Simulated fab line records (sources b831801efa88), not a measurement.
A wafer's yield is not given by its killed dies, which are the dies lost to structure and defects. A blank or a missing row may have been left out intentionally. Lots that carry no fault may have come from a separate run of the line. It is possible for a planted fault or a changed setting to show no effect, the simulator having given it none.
Which tool did it? || flow sky130 || Sampling: 12 lots, 36 wafers, 5 of 708 route steps

## WHAT EACH GAUGE READ, for each wafer
The record holds no reading of a measuring or inspecting step that can be judged against a usual standard deviation.

## EACH LOT AND THE TOOL THAT RAN IT (in order: tool; ch and the chambers of the sampled wafers; start)
{"lot": "L941", "SKY_METAL3_ETCH_17": "rie-diel-01 ch 1,2,3, day 39 05:25", "SKY_VIA4_CMP_21": "cmp-02 ch 0,1,3, day 43 10:46", "SKY_METAL5_SPUTTER_02": "pvd-sputter-03, day 43 11:04", "SKY_PASSIVATION_STRIP_12": "plasma-asher-04 ch 0,1, day 45 08:39", "SKY_PAD_OPEN_PROBE_99": "prober-02, day 46 08:09"}
{"lot": "L942", "SKY_METAL3_ETCH_17": "rie-diel-02 ch 0,2,3, day 39 15:22", "SKY_VIA4_CMP_21": "cmp-01 ch 0,1,2, day 43 21:40", "SKY_METAL5_SPUTTER_02": "pvd-sputter-03, day 43 21:55", "SKY_PASSIVATION_STRIP_12": "plasma-asher-04 ch 0,1, day 45 19:12", "SKY_PAD_OPEN_PROBE_99": "prober-01, day 46 18:11"}
{"lot": "L943", "SKY_METAL3_ETCH_17": "rie-diel-04 ch 0,2,3, day 39 23:32", "SKY_VIA4_CMP_21": "cmp-01 ch 0,2,3, day 44 06:32", "SKY_METAL5_SPUTTER_02": "pvd-sputter-01, day 44 06:47", "SKY_PASSIVATION_STRIP_12": "plasma-asher-04 ch 0,1, day 46 02:42", "SKY_PAD_OPEN_PROBE_99": "prober-02, day 47 01:24"}
{"lot": "L946", "SKY_METAL3_ETCH_17": "rie-diel-01 ch 1,2,3, day 40 23:31", "SKY_VIA4_CMP_21": "cmp-02 ch 1,2,3, day 45 07:35", "SKY_METAL5_SPUTTER_02": "pvd-sputter-01, day 45 07:56", "SKY_PASSIVATION_STRIP_12": "plasma-asher-03 ch 0,1, day 47 02:21", "SKY_PAD_OPEN_PROBE_99": "prober-01, day 48 00:06"}
{"lot": "L949", "SKY_METAL3_ETCH_17": "rie-diel-01 ch 0,2,3, day 41 23:58", "SKY_VIA4_CMP_21": "cmp-01 ch 1,2,3, day 45 23:53", "SKY_METAL5_SPUTTER_02": "pvd-sputter-01, day 46 00:11", "SKY_PASSIVATION_STRIP_12": "plasma-asher-02 ch 0,1, day 47 18:12", "SKY_PAD_OPEN_PROBE_99": "prober-02, day 48 15:08"}
{"lot": "L950", "SKY_METAL3_ETCH_17": "rie-diel-04 ch 1,2, day 42 11:34", "SKY_VIA4_CMP_21": "cmp-02 ch 0,3, day 46 10:27", "SKY_METAL5_SPUTTER_02": "pvd-sputter-02, day 46 10:48", "SKY_PASSIVATION_STRIP_12": "plasma-asher-02 ch 0,1, day 48 04:32", "SKY_PAD_OPEN_PROBE_99": "prober-01, day 49 01:19"}
{"lot": "L956", "SKY_METAL3_ETCH_17": "rie-diel-02 ch 1,2,3, day 43 20:04", "SKY_VIA4_CMP_21": "cmp-01 ch 0,1,3, day 47 15:22", "SKY_METAL5_SPUTTER_02": "pvd-sputter-02, day 47 15:40", "SKY_PASSIVATION_STRIP_12": "plasma-asher-04 ch 0,1, day 49 05:30", "SKY_PAD_OPEN_PROBE_99": "prober-01, day 50 02:03"}
{"lot": "L955", "SKY_METAL3_ETCH_17": "rie-diel-04 ch 0,2,3, day 43 22:07", "SKY_VIA4_CMP_21": "cmp-02 ch 2,3, day 47 16:14", "SKY_METAL5_SPUTTER_02": "pvd-sputter-03, day 47 16:35", "SKY_PASSIVATION_STRIP_12": "plasma-asher-02 ch 0,1, day 49 07:01", "SKY_PAD_OPEN_PROBE_99": "prober-01, day 50 03:36"}
{"lot": "L959", "SKY_METAL3_ETCH_17": "rie-diel-04 ch 0,2,3, day 44 10:16", "SKY_VIA4_CMP_21": "cmp-02 ch 0,1,3, day 48 03:52", "SKY_METAL5_SPUTTER_02": "pvd-sputter-02, day 48 04:04", "SKY_PASSIVATION_STRIP_12": "plasma-asher-04 ch 0,1, day 49 17:34", "SKY_PAD_OPEN_PROBE_99": "prober-02, day 50 13:27"}
{"lot": "L960", "SKY_METAL3_ETCH_17": "rie-diel-04 ch 0,1,3, day 44 13:10", "SKY_VIA4_CMP_21": "cmp-02 ch 0,2,3, day 48 06:43", "SKY_METAL5_SPUTTER_02": "pvd-sputter-02, day 48 06:58", "SKY_PASSIVATION_STRIP_12": "plasma-asher-04 ch 0,1, day 49 20:20", "SKY_PAD_OPEN_PROBE_99": "prober-01, day 50 15:40"}
{"lot": "L961", "SKY_METAL3_ETCH_17": "rie-diel-04 ch 0,2,3, day 45 04:01", "SKY_VIA4_CMP_21": "cmp-01 ch 0,1,2, day 48 17:07", "SKY_METAL5_SPUTTER_02": "pvd-sputter-02, day 48 17:25", "SKY_PASSIVATION_STRIP_12": "plasma-asher-03 ch 0,1, day 50 06:00", "SKY_PAD_OPEN_PROBE_99": "prober-02, day 51 00:25"}
{"lot": "L962", "SKY_METAL3_ETCH_17": "rie-diel-04 ch 0,2,3, day 45 05:52", "SKY_VIA4_CMP_21": "cmp-01 ch 2,3, day 48 21:46", "SKY_METAL5_SPUTTER_02": "pvd-sputter-03, day 48 22:07", "SKY_PASSIVATION_STRIP_12": "plasma-asher-04 ch 0,1, day 50 10:45", "SKY_PAD_OPEN_PROBE_99": "prober-01, day 51 04:00"}
- SKY_METAL3_ETCH_17: etches SiO2 in C4F8/O2/Ar, stops on TiN, time 3.9 s, target depth 15 nm.
- SKY_VIA4_CMP_21: polishes, stops on SiO2, t overpolish 25 s, target thk 0 nm.
- SKY_METAL5_SPUTTER_02: material AlCu, target thk 1150 nm, time 61.2 s.
- SKY_PASSIVATION_STRIP_12: strips in O2/N2.
- SKY_PAD_OPEN_PROBE_99

## WHAT THE TOOLS THEMSELVES READ (means of the sampled wafers that have a number; where no wafer has one, the mark that the record gives instead)
SKY_METAL3_ETCH_17.
{"lot": "L941", "tool": "rie-diel-01", "oes-product-au (a.u.)": 0.755}
{"lot": "L942", "tool": "rie-diel-02", "oes-product-au (a.u.)": 0.758}
{"lot": "L943", "tool": "rie-diel-04", "oes-product-au (a.u.)": 0.758}
{"lot": "L946", "tool": "rie-diel-01", "oes-product-au (a.u.)": 0.747}
{"lot": "L949", "tool": "rie-diel-01", "oes-product-au (a.u.)": 0.753}
{"lot": "L950", "tool": "rie-diel-04", "oes-product-au (a.u.)": 0.757}
{"lot": "L956", "tool": "rie-diel-02", "oes-product-au (a.u.)": 0.748}
{"lot": "L955", "tool": "rie-diel-04", "oes-product-au (a.u.)": 0.750}
{"lot": "L959", "tool": "rie-diel-04", "oes-product-au (a.u.)": 0.752}
{"lot": "L960", "tool": "rie-diel-04", "oes-product-au (a.u.)": 0.758}
{"lot": "L961", "tool": "rie-diel-04", "oes-product-au (a.u.)": 0.752}
{"lot": "L962", "tool": "rie-diel-04", "oes-product-au (a.u.)": 0.756}

SKY_VIA4_CMP_21.
{"lot": "L941", "tool": "cmp-02", "edge-zone-pressure-frac": 0.998, "motor-current-A (A)": 10.4, "overpolish-run-s (s)": 25.002, "time-to-endpoint-s (s)": 123}
{"lot": "L942", "tool": "cmp-01", "edge-zone-pressure-frac": 0.991, "motor-current-A (A)": 10.0, "overpolish-run-s (s)": 24.993, "time-to-endpoint-s (s)": 116}
{"lot": "L943", "tool": "cmp-01", "edge-zone-pressure-frac": 1.002, "motor-current-A (A)": 9.6, "overpolish-run-s (s)": 25.001, "time-to-endpoint-s (s)": 125}
{"lot": "L946", "tool": "cmp-02", "edge-zone-pressure-frac": 1.000, "motor-current-A (A)": 10.5, "overpolish-run-s (s)": 25.000, "time-to-endpoint-s (s)": 126}
{"lot": "L949", "tool": "cmp-01", "edge-zone-pressure-frac": 1.008, "motor-current-A (A)": 10.1, "overpolish-run-s (s)": 25.000, "time-to-endpoint-s (s)": 120}
{"lot": "L950", "tool": "cmp-02", "edge-zone-pressure-frac": 1.005, "motor-current-A (A)": 9.9, "overpolish-run-s (s)": 25.001, "time-to-endpoint-s (s)": 125}
{"lot": "L956", "tool": "cmp-01", "edge-zone-pressure-frac": 1.000, "motor-current-A (A)": 10.1, "overpolish-run-s (s)": 24.994, "time-to-endpoint-s (s)": 124}
{"lot": "L955", "tool": "cmp-02", "edge-zone-pressure-frac": 0.995, "motor-current-A (A)": 10.6, "overpolish-run-s (s)": 24.995, "time-to-endpoint-s (s)": 130}
{"lot": "L959", "tool": "cmp-02", "edge-zone-pressure-frac": 1.002, "motor-current-A (A)": 10.3, "overpolish-run-s (s)": 24.997, "time-to-endpoint-s (s)": 124}
{"lot": "L960", "tool": "cmp-02", "edge-zone-pressure-frac": 0.999, "motor-current-A (A)": 10.2, "overpolish-run-s (s)": 24.997, "time-to-endpoint-s (s)": 121}
{"lot": "L961", "tool": "cmp-01", "edge-zone-pressure-frac": 0.998, "motor-current-A (A)": 10.1, "overpolish-run-s (s)": 25.008, "time-to-endpoint-s (s)": 124}
{"lot": "L962", "tool": "cmp-01", "edge-zone-pressure-frac": 1.004, "motor-current-A (A)": 9.1, "overpolish-run-s (s)": 24.997, "time-to-endpoint-s (s)": 119}

SKY_METAL5_SPUTTER_02.
{"lot": "L941", "tool": "pvd-sputter-03", "throttle-valve-pct (%)": 31.4}
{"lot": "L942", "tool": "pvd-sputter-03", "throttle-valve-pct (%)": 30.9}
{"lot": "L943", "tool": "pvd-sputter-01", "throttle-valve-pct (%)": 30.7}
{"lot": "L946", "tool": "pvd-sputter-01", "throttle-valve-pct (%)": 30.4}
{"lot": "L949", "tool": "pvd-sputter-01", "throttle-valve-pct (%)": 29.4}
{"lot": "L950", "tool": "pvd-sputter-02", "throttle-valve-pct (%)": 30.2}
{"lot": "L956", "tool": "pvd-sputter-02", "throttle-valve-pct (%)": 29.7}
{"lot": "L955", "tool": "pvd-sputter-03", "throttle-valve-pct (%)": 31.9}
{"lot": "L959", "tool": "pvd-sputter-02", "throttle-valve-pct (%)": 30.5}
{"lot": "L960", "tool": "pvd-sputter-02", "throttle-valve-pct (%)": 30.3}
{"lot": "L961", "tool": "pvd-sputter-02", "throttle-valve-pct (%)": 30.1}
{"lot": "L962", "tool": "pvd-sputter-03", "throttle-valve-pct (%)": 31.2}

SKY_PASSIVATION_STRIP_12.
{"lot": "L941", "tool": "plasma-asher-04", "drypump-motor-current-A (A)": 5.8, "oes-product-au (a.u.)": 0.658, "strip-time-to-endpoint-s (s)": 31.35}
{"lot": "L942", "tool": "plasma-asher-04", "drypump-motor-current-A (A)": 6.0, "oes-product-au (a.u.)": 0.663, "strip-time-to-endpoint-s (s)": 31.49}
{"lot": "L943", "tool": "plasma-asher-04", "drypump-motor-current-A (A)": 5.7, "oes-product-au (a.u.)": 0.659, "strip-time-to-endpoint-s (s)": 31.55}
{"lot": "L946", "tool": "plasma-asher-03", "drypump-motor-current-A (A)": 6.2, "oes-product-au (a.u.)": 0.663, "strip-time-to-endpoint-s (s)": 31.56}
{"lot": "L949", "tool": "plasma-asher-02", "drypump-motor-current-A (A)": 5.2, "oes-product-au (a.u.)": 0.658, "strip-time-to-endpoint-s (s)": 31.35}
{"lot": "L950", "tool": "plasma-asher-02", "drypump-motor-current-A (A)": 5.2, "oes-product-au (a.u.)": 0.661, "strip-time-to-endpoint-s (s)": 31.51}
{"lot": "L956", "tool": "plasma-asher-04", "drypump-motor-current-A (A)": 5.8, "oes-product-au (a.u.)": 0.660, "strip-time-to-endpoint-s (s)": 31.58}
{"lot": "L955", "tool": "plasma-asher-02", "drypump-motor-current-A (A)": 5.2, "oes-product-au (a.u.)": 0.662, "strip-time-to-endpoint-s (s)": 31.43}
{"lot": "L959", "tool": "plasma-asher-04", "drypump-motor-current-A (A)": 5.7, "oes-product-au (a.u.)": 0.664, "strip-time-to-endpoint-s (s)": 31.51}
{"lot": "L960", "tool": "plasma-asher-04", "drypump-motor-current-A (A)": 6.0, "oes-product-au (a.u.)": 0.665, "strip-time-to-endpoint-s (s)": 31.51}
{"lot": "L961", "tool": "plasma-asher-03", "drypump-motor-current-A (A)": 6.2, "oes-product-au (a.u.)": 0.662, "strip-time-to-endpoint-s (s)": 31.55}
{"lot": "L962", "tool": "plasma-asher-04", "drypump-motor-current-A (A)": 5.8, "oes-product-au (a.u.)": 0.661, "strip-time-to-endpoint-s (s)": 31.33}

SKY_PAD_OPEN_PROBE_99.
{"lot": "L941", "tool": "prober-02", "defect-limited-yield (%)": 82.0, "killed_at_M0_to_M3": 45, "killed_at_M4_up": 2.7, "killed-at-contacts": 30, "killed-at-front-end": 11, "killed-at-other": 0.0, "killed-dies": 89, "killed-open": 51, "killed-short": 38, "sort_bin_3_pad_short (%)": 1.1, "sort_bin_5_function (%)": 10.2, "sort_bin_6_memory (%)": 6.6, "sort-n-pass": 403, "sort-yield-pct (%)": 82.0}
{"lot": "L942", "tool": "prober-01", "defect-limited-yield (%)": 80.2, "killed_at_M0_to_M3": 43, "killed_at_M4_up": 4.3, "killed-at-contacts": 35, "killed-at-front-end": 14, "killed-at-other": 0.0, "killed-dies": 97, "killed-open": 47, "killed-short": 50, "sort_bin_3_pad_short (%)": 0.8, "sort_bin_5_function (%)": 12.3, "sort_bin_6_memory (%)": 6.7, "sort-n-pass": 395, "sort-yield-pct (%)": 80.2}
{"lot": "L943", "tool": "prober-02", "defect-limited-yield (%)": 82.3, "killed_at_M0_to_M3": 43, "killed_at_M4_up": 3.7, "killed-at-contacts": 28, "killed-at-front-end": 12, "killed-at-other": 0.0, "killed-dies": 87, "killed-open": 49, "killed-short": 38, "sort_bin_3_pad_short (%)": 0.7, "sort_bin_5_function (%)": 10.8, "sort_bin_6_memory (%)": 6.2, "sort-n-pass": 405, "sort-yield-pct (%)": 82.3}
{"lot": "L946", "tool": "prober-01", "defect-limited-yield (%)": 76.7, "killed_at_M0_to_M3": 73, "killed_at_M4_up": 1.7, "killed-at-contacts": 23, "killed-at-front-end": 16, "killed-at-other": 0.3, "killed-dies": 115, "killed-open": 48, "killed-short": 35, "sort_bin_3_pad_short (%)": 2.1, "sort_bin_5_function (%)": 14.4, "sort_bin_6_memory (%)": 6.8, "sort-n-pass": 377, "sort-yield-pct (%)": 76.7}
{"lot": "L949", "tool": "prober-02", "defect-limited-yield (%)": 77.2, "killed_at_M0_to_M3": 74, "killed_at_M4_up": 1.7, "killed-at-contacts": 24, "killed-at-front-end": 12, "killed-at-other": 0.0, "killed-dies": 112, "killed-open": 41, "killed-short": 34, "sort_bin_3_pad_short (%)": 2.3, "sort_bin_5_function (%)": 14.7, "sort_bin_6_memory (%)": 5.8, "sort-n-pass": 380, "sort-yield-pct (%)": 77.2}
{"lot": "L950", "tool": "prober-01", "defect-limited-yield (%)": 86.3, "killed_at_M0_to_M3": 35, "killed_at_M4_up": 3.3, "killed-at-contacts": 18, "killed-at-front-end": 11, "killed-at-other": 0.7, "killed-dies": 68, "killed-open": 40, "killed-short": 28, "sort_bin_3_pad_short (%)": 0.5, "sort_bin_5_function (%)": 8.4, "sort_bin_6_memory (%)": 4.8, "sort-n-pass": 424, "sort-yield-pct (%)": 86.3}
{"lot": "L956", "tool": "prober-01", "defect-limited-yield (%)": 80.8, "killed_at_M0_to_M3": 46, "killed_at_M4_up": 5.0, "killed-at-contacts": 29, "killed-at-front-end": 14, "killed-at-other": 0.0, "killed-dies": 94, "killed-open": 50, "killed-short": 44, "sort_bin_3_pad_short (%)": 0.6, "sort_bin_5_function (%)": 11.5, "sort_bin_6_memory (%)": 7.1, "sort-n-pass": 398, "sort-yield-pct (%)": 80.8}
{"lot": "L955", "tool": "prober-01", "defect-limited-yield (%)": 82.2, "killed_at_M0_to_M3": 43, "killed_at_M4_up": 3.3, "killed-at-contacts": 24, "killed-at-front-end": 16, "killed-at-other": 0.7, "killed-dies": 87, "killed-open": 48, "killed-short": 39, "sort_bin_3_pad_short (%)": 0.9, "sort_bin_5_function (%)": 10.5, "sort_bin_6_memory (%)": 6.3, "sort-n-pass": 405, "sort-yield-pct (%)": 82.2}
{"lot": "L959", "tool": "prober-02", "defect-limited-yield (%)": 82.9, "killed_at_M0_to_M3": 43, "killed_at_M4_up": 4.0, "killed-at-contacts": 23, "killed-at-front-end": 13, "killed-at-other": 0.0, "killed-dies": 84, "killed-open": 47, "killed-short": 37, "sort_bin_3_pad_short (%)": 0.9, "sort_bin_5_function (%)": 9.9, "sort_bin_6_memory (%)": 6.2, "sort-n-pass": 408, "sort-yield-pct (%)": 82.9}
{"lot": "L960", "tool": "prober-01", "defect-limited-yield (%)": 81.8, "killed_at_M0_to_M3": 42, "killed_at_M4_up": 4.3, "killed-at-contacts": 29, "killed-at-front-end": 13, "killed-at-other": 0.3, "killed-dies": 89, "killed-open": 51, "killed-short": 39, "sort_bin_3_pad_short (%)": 0.7, "sort_bin_5_function (%)": 9.6, "sort_bin_6_memory (%)": 7.9, "sort-n-pass": 403, "sort-yield-pct (%)": 81.8}
{"lot": "L961", "tool": "prober-02", "defect-limited-yield (%)": 83.5, "killed_at_M0_to_M3": 38, "killed_at_M4_up": 3.3, "killed-at-contacts": 23, "killed-at-front-end": 17, "killed-at-other": 0.0, "killed-dies": 81, "killed-open": 42, "killed-short": 39, "sort_bin_3_pad_short (%)": 1.0, "sort_bin_5_function (%)": 9.8, "sort_bin_6_memory (%)": 5.7, "sort-n-pass": 411, "sort-yield-pct (%)": 83.5}
{"lot": "L962", "tool": "prober-01", "defect-limited-yield (%)": 83.1, "killed_at_M0_to_M3": 40, "killed_at_M4_up": 2.7, "killed-at-contacts": 26, "killed-at-front-end": 15, "killed-at-other": 0.0, "killed-dies": 83, "killed-open": 47, "killed-short": 36, "sort_bin_3_pad_short (%)": 0.4, "sort_bin_5_function (%)": 9.2, "sort_bin_6_memory (%)": 7.3, "sort-n-pass": 409, "sort-yield-pct (%)": 83.1}

## THE ANSWER, worked out from the rows above alone
Rule: the lots themselves supply what counts as usual. Put in order of their means at a reading, lots are off if they are a third of the lots or fewer, leave a main group of 4 or more, and stand apart from it by a gap of 3 or more times the standard deviation of the main group's means; of several such gaps the widest counts. Not used: any main group whose means are identical at the precision the tables above print for the reading. Also off: a lot with no number at a reading for which 4 or more lots have one. Where the step has rows for the other lots, those lots are counted as sound. Order of review: gauges by route order, followed by the tools' own readings, for which a lot's mean as printed above is used. At the first step where some lot is off, the reading lying furthest off is the one used; lots without a number count as furthest.
Off: L946, L949, at SKY_PAD_OPEN_PROBE_99 (killed_at_M0_to_M3). Main group: mean 42, sd 3.1.
A tool fits if, at that step or a process step before it, it ran every lot that is off, and no sound lot after the first of them. Undecided on this evidence; 2 tools fit (rie-diel-01 at SKY_METAL3_ETCH_17, pvd-sputter-01 at SKY_METAL5_SPUTTER_02).

## WHAT THE SIMULATOR PUT IN
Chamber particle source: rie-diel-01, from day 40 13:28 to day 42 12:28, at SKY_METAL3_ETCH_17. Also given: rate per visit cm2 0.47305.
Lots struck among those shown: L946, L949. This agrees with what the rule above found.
